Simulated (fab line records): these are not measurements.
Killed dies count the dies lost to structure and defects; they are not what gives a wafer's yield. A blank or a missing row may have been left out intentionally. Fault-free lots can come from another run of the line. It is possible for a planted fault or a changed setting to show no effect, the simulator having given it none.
The tool behind it: which one? || flow gf180mcu || Sampling: 6 lots, 18 wafers, 2 of 602 route steps

WHAT THE GAUGES READ, wafer by wafer
GF_STI_THK_MEAS_30.
{"lot": "L480", "measured": "day 2 23:11", "on": "film-metro-04", "STI_OXIDATION_02_THK (nm)": "10.05 9.95 9.95"}
{"lot": "L482", "measured": "day 3 08:47", "on": "film-metro-04", "STI_OXIDATION_02_THK (nm)": "10.32 10.45 10.33"}
{"lot": "L484", "measured": "day 3 17:38", "on": "film-metro-02", "STI_OXIDATION_02_THK (nm)": "9.90 9.67 9.81"}
{"lot": "L486", "measured": "day 4 05:56", "on": "film-metro-04", "STI_OXIDATION_02_THK (nm)": "10.01 10.00 9.99"}
{"lot": "L489", "measured": "day 4 20:49", "on": "film-metro-01", "STI_OXIDATION_02_THK (nm)": "9.91 9.96 9.89"}
{"lot": "L496", "measured": "day 6 07:37", "on": "film-metro-02", "STI_OXIDATION_02_THK (nm)": "11.46 11.42 11.46"}

WHICH TOOL RAN EACH LOT (tool, then ch and the chambers of the sampled wafers, then the start)
{"lot": "L480", "GF_STI_OXIDATION_29": "furnace-01 ch 0, day 2 21:47"}
{"lot": "L482", "GF_STI_OXIDATION_29": "furnace-02 ch 0, day 3 07:22"}
{"lot": "L484", "GF_STI_OXIDATION_29": "furnace-01 ch 0, day 3 16:14"}
{"lot": "L486", "GF_STI_OXIDATION_29": "furnace-01 ch 0, day 4 04:31"}
{"lot": "L489", "GF_STI_OXIDATION_29": "furnace-02 ch 0, day 4 19:23"}
{"lot": "L496", "GF_STI_OXIDATION_29": "furnace-01 ch 0, day 6 06:11"}
- GF_STI_OXIDATION_29: stabilise 600 s, purge 300 s, target thk 10 nm.

THE ANSWER, worked out from the rows above alone
Rule: the lots themselves supply what counts as usual. Put in order of their means at a reading, lots are off if they are a third of the lots or fewer, leave a main group of 4 or more, and stand apart from it by a gap of 3 or more times the standard deviation of the main group's means; of several such gaps the widest counts. A main group is skipped when, at the precision printed for the reading in the tables above, its means are all equal. Also off: a lot with no number at a reading for which 4 or more lots have one. Any other lot the step has rows for is counted as sound.
Off: at GF_STI_THK_MEAS_30 (STI_OXIDATION_02_THK), L496. The main group has a mean of 10.01 nm with a standard deviation of 0.19.
If a tool, at a process step before that reading, ran all the lots that are off and no sound lot after the first of them, it fits. The gauges at GF_STI_THK_MEAS_30 are tried like those tools. This does not decide it: 2 tools fit, namely furnace-01 at GF_STI_OXIDATION_29 and film-metro-02 at GF_STI_THK_MEAS_30.

WHAT WAS PUT IN BY THE SIMULATOR
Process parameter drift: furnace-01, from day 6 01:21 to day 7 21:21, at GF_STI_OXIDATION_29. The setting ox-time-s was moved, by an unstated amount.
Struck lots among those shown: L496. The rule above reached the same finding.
